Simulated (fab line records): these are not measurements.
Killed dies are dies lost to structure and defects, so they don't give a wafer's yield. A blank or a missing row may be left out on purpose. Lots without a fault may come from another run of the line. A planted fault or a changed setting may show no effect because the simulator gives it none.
fab line records	flow gf180mcu
record lots=6	wafers=18	lastDay=34
route steps=602 shown VT_IMPLANT@117
lots with no fault: from the same line, run without faults
startH: the number of hours between the record's first day and the start of the first shown wafer of the lot	waitH: hours elapsed since this lot's preceding step	" same as the row above	L1.1+2: a single row standing in for several wafers	- no value, or no start given	* or withheld: withheld	< > ~ a bound
route shown NAME@n: names a module that has steps shown in the file, with the first one's number in the route	usual: the fault-free wafers' mean and standard deviation	same: alike in all rows	chamber/n: place in a boat	sites: per-site readings	_std_site: standard deviation across them	_edge_site: outer sites' mean less inner sites'	radiusMm: how far each site lies from the wafer's centre	mask NAME#n: copy n	behind: the last tool/chamber to shape the wafer	hold: why the lot went on hold/how many hours it stayed there/how the hold came to an end	device: transistor that didn't switch, given as n, p or np	end of line: the tests these same wafers got at the end of their route	a step without rows: its recipe alone	killed: at the first sort, the dies lost to defects and structure; wafer yield is something else	map: a wafer's dies, marking killed ones x, the rest . and places with no die _
set.NAME: the run value of the setting; set.NAME@STEP: its run value at that earlier step	model.NAME: the simulator's own value behind a step, which no gauge read
a table for each step, a row for each wafer; lots at some steps of the route
services: when a tool's chamber went out of use (startH, in hours from the record's first day, below 0 if earlier), for how many hours, and the reason
## steps
# step GF_VT_IMPLANT_PEB_27
# recipe tempC=withheld	timeS=*	resist=NOVOLAK
# step GF_VT_IMPLANT_DEVELOP_28
# recipe developTimeS=60	devTempC=23
# step GF_VT_IMPLANT_OVL_MEAS_29
# usual VT_IMPLANT_02_OVL=0.2/1.2
lot.wafer	tool	chamber	startH	waitH	VT_IMPLANT_02_OVL[nm]
L375.1	overlay-01	-	147.71	0.1	1.2
L375.2	"	-	"	"	2.6
L375.4	"	-	"	"	0.6
L380.2	overlay-01	-	181.87	0.1	2.6
L380.4	"	-	"	"	1.5
L380.5	"	-	"	"	1.8
L389.2	overlay-02	-	241.31	0.1	-0.2
L389.3	"	-	"	"	-2.0
L389.5	"	-	"	"	0.0
L390.1	overlay-02	-	248.80	0.1	-3.0
L390.4	"	-	"	"	-0.6
L390.6	"	-	"	"	-0.9
L393.1	overlay-02	-	263.75	0.1	-0.5
L393.4	"	-	"	"	-0.9
L393.5	"	-	"	"	-1.7
L395.1	overlay-02	-	276.56	0.1	0.6
L395.3	"	-	"	"	-0.3
L395.5	"	-	"	"	-0.8
# step GF_VT_IMPLANT_IMPLANT_30
# recipe species=B	energyKev=25	doseCm2=2.534e+12	tiltDeg=7
# step GF_VT_IMPLANT_STRIP_31
# recipe chemistry=O2/N2	powerW=1400	pressureMtorr=1500	platenTempC=250	o2FlowSccm=3000	n2FlowSccm=300	overashFraction=0.5
# usual chamberPressureMTorr=1500.0/1.3	drypumpMotorCurrentA=5.86/0.2	heaterPowerW=341/26	oesProductAu=0.716/0.0045	stripTimeToEndpointS=12.63/0.045
lot.wafer	tool	chamber	startH	waitH	chamberPressureMTorr	drypumpMotorCurrentA	heaterPowerW	oesProductAu	rfHoursCounterH	stripTimeToEndpointS
L375.1	plasmaAsher-04	0	147.90	0.1	1501.5	6.00	362	0.714	3	12.67
L375.2	"	1	"	"	1498.3	5.73	327	0.717	3	12.72
L375.4	"	0	"	"	1500.1	5.99	378	0.717	-	12.71
L380.2	plasmaAsher-02	1	182.05	0.1	1500.5	6.01	357	0.716	50	12.66
L380.4	"	1	"	"	1500.4	5.98	354	0.722	-	12.68
L380.5	"	1	"	"	1501.0	6.01	351	0.719	-	12.69
L389.2	plasmaAsher-03	1	241.49	0.1	1498.7	5.46	312	0.717	48	12.66
L389.3	"	0	"	"	1503.1	6.25	278	0.711	-	12.64
L389.5	"	0	"	"	1500.7	6.25	279	0.715	-	12.62
L390.1	plasmaAsher-04	1	248.98	0.1	1499.3	5.75	326	0.716	13	12.57
L390.4	"	1	"	"	1500.5	5.73	332	0.721	-	12.58
L390.6	"	1	"	"	1500.0	5.74	327	0.717	-	12.57
L393.1	plasmaAsher-04	1	263.94	0.1	1499.5	5.73	320	0.719	14	12.63
L393.4	"	0	"	"	1498.7	6.00	370	0.718	-	12.59
L393.5	"	1	"	"	1499.5	5.75	320	0.721	-	12.63
L395.1	plasmaAsher-04	0	276.75	0.1	1500.6	5.99	356	0.710	16	12.62
L395.3	"	0	"	"	1499.4	5.98	364	0.721	-	12.61
L395.5	"	1	"	"	1500.9	5.75	325	0.709	-	12.63
# step GF_VT_IMPLANT_TW_MEAS_32
# usual VT_IMPLANT_3_TW=267.7/1.3
lot.wafer	tool	chamber	startH	waitH	VT_IMPLANT_3_TW
L375.1	filmMetro-01	-	148.00	0.1	269.9
L375.2	"	-	"	"	268.4
L375.4	"	-	"	"	268.6
L380.2	filmMetro-02	-	182.16	0.1	264.1
L380.4	"	-	"	"	264.3
L380.5	"	-	"	"	265.2
L389.2	filmMetro-04	-	241.60	0.1	266.5
L389.3	"	-	"	"	266.8
L389.5	"	-	"	"	268.5
L390.1	filmMetro-04	-	249.08	0.1	269.3
L390.4	"	-	"	"	267.2
L390.6	"	-	"	"	267.1
L393.1	filmMetro-02	-	264.04	0.1	268.2
L393.4	"	-	"	"	267.7
L393.5	"	-	"	"	268.7
L395.1	filmMetro-01	-	276.85	0.1	266.5
L395.3	"	-	"	"	267.0
L395.5	"	-	"	"	266.1
# step GF_VT_IMPLANT_DEHYDRATE_33
# recipe tempC=200	timeS=60
# step GF_VT_IMPLANT_HMDS_34
# recipe primeTimeS=60	primeTempC=120
# step GF_VT_IMPLANT_COAT_35
# recipe resist=NOVOLAK	spinRpm=3000	resistThkNm=1000
# step GF_VT_IMPLANT_SOFTBAKE_36
# recipe tempC=90	timeS=60	resist=NOVOLAK
# step GF_VT_IMPLANT_EXPOSE_37
# recipe maskId=Nwell_HV_AREA	targetCdNm=860	na=0.6	sourceShape=conventional	sigmaOuter=0.6	doseMj=140
# step GF_VT_IMPLANT_PEB_38
# recipe tempC=withheld	timeS=*	resist=NOVOLAK
# step GF_VT_IMPLANT_DEVELOP_39
# recipe developTimeS=60	devTempC=23
# usual chillPlateTempC=23.00/0.1	developTimeS=60/0
lot.wafer	tool	chamber	startH	waitH	chillPlateTempC	developTimeS
L375.1	lithoTrack-04	0	162.75	0.1	23.01	60
L375.2	"	0	"	"	22.96	60
L375.4	"	0	"	"	23.01	60
L380.2	lithoTrack-02	0	198.39	0.1	22.82	60
L380.4	"	0	"	"	22.76	60
L380.5	"	0	"	"	22.89	60
L389.2	lithoTrack-01	-	260.02	0.1	-	-
L389.3	"	-	"	"	-	-
L389.5	"	-	"	"	-	-
L390.1	lithoTrack-04	-	267.95	0.1	-	-
L390.4	"	-	"	"	-	-
L390.6	"	-	"	"	-	-
L393.1	lithoTrack-02	0	283.41	0.1	22.85	60
L393.4	"	0	"	"	22.93	60
L393.5	"	0	"	"	22.89	60
L395.1	lithoTrack-01	0	296.90	0.1	23.02	60
L395.3	"	0	"	"	23.09	60
L395.5	"	0	"	"	23.04	60
# step GF_VT_IMPLANT_OVL_MEAS_40
# usual VT_IMPLANT_03_OVL=-0.8/1.2
lot.wafer	tool	chamber	startH	waitH	VT_IMPLANT_03_OVL[nm]
L375.1	overlay-02	-	162.90	0.1	-2.5
L375.2	"	-	"	"	-2.1
L375.4	"	-	"	"	-0.9
L380.2	overlay-01	-	198.52	0.1	-0.8
L380.4	"	-	"	"	-0.7
L380.5	"	-	"	"	-0.4
L389.2	overlay-02	-	260.15	0.1	-
L389.3	"	-	"	"	-
L389.5	"	-	"	"	-
L390.1	overlay-01	-	268.10	0.1	-
L390.4	"	-	"	"	-
L390.6	"	-	"	"	-
L393.1	overlay-01	-	283.56	0.1	-0.9
L393.4	"	-	"	"	0.2
L393.5	"	-	"	"	-0.4
L395.1	overlay-02	-	297.05	0.1	-1.9
L395.3	"	-	"	"	-0.6
L395.5	"	-	"	"	-0.8
## services
tool	chamber	startH	hours	kind
lithoTrack-01	-	167.32	-	consumableReplace:filter
plasmaAsher-04	-	169.65	5.1	repair
plasmaAsher-02	-	187.20	4.3	pm
lithoTrack-01	-	273.17	-	consumableReplace:filter
## key
firstSign step=GF_VT_IMPLANT_DEVELOP_39	reading=toolRecord	direction=missing
effect none on later readings
metAt GF_VT_IMPLANT_DEVELOP_39
struckWafers L389.2,L389.3,L389.5,L390.1,L390.4,L390.6
laterRowsLeftOut L389.2,L389.3,L389.5,L390.1,L390.4,L390.6
sortLeftOut L389.2,L389.3,L389.5,L390.1,L390.4,L390.6
testerLeftOut L389,L390
onsetBetween 162.75 260.02
fault kind=skippedStepWhole	tool=lithoTrack-01,lithoTrack-04	chamber=-	onsetH=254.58	steps=GF_VT_IMPLANT_DEVELOP_39	scope=struckLotsOnly
# testerLeftOut: of these lots the tester's yield and bins aren't shown, on N5 and GAA mostly nor the transistor test; their killed dies are dies lost to structure and defects alone, not to doping, threshold or leakage, so they don't give the yield
# sortLeftOut: the simulated sort isn't trusted on such a fault, so these wafers' sort isn't shown, and their yield isn't known
# laterRowsLeftOut: the simulator's readings of these wafers behind a module that went badly wrong aren't trusted and aren't shown, but for the sort
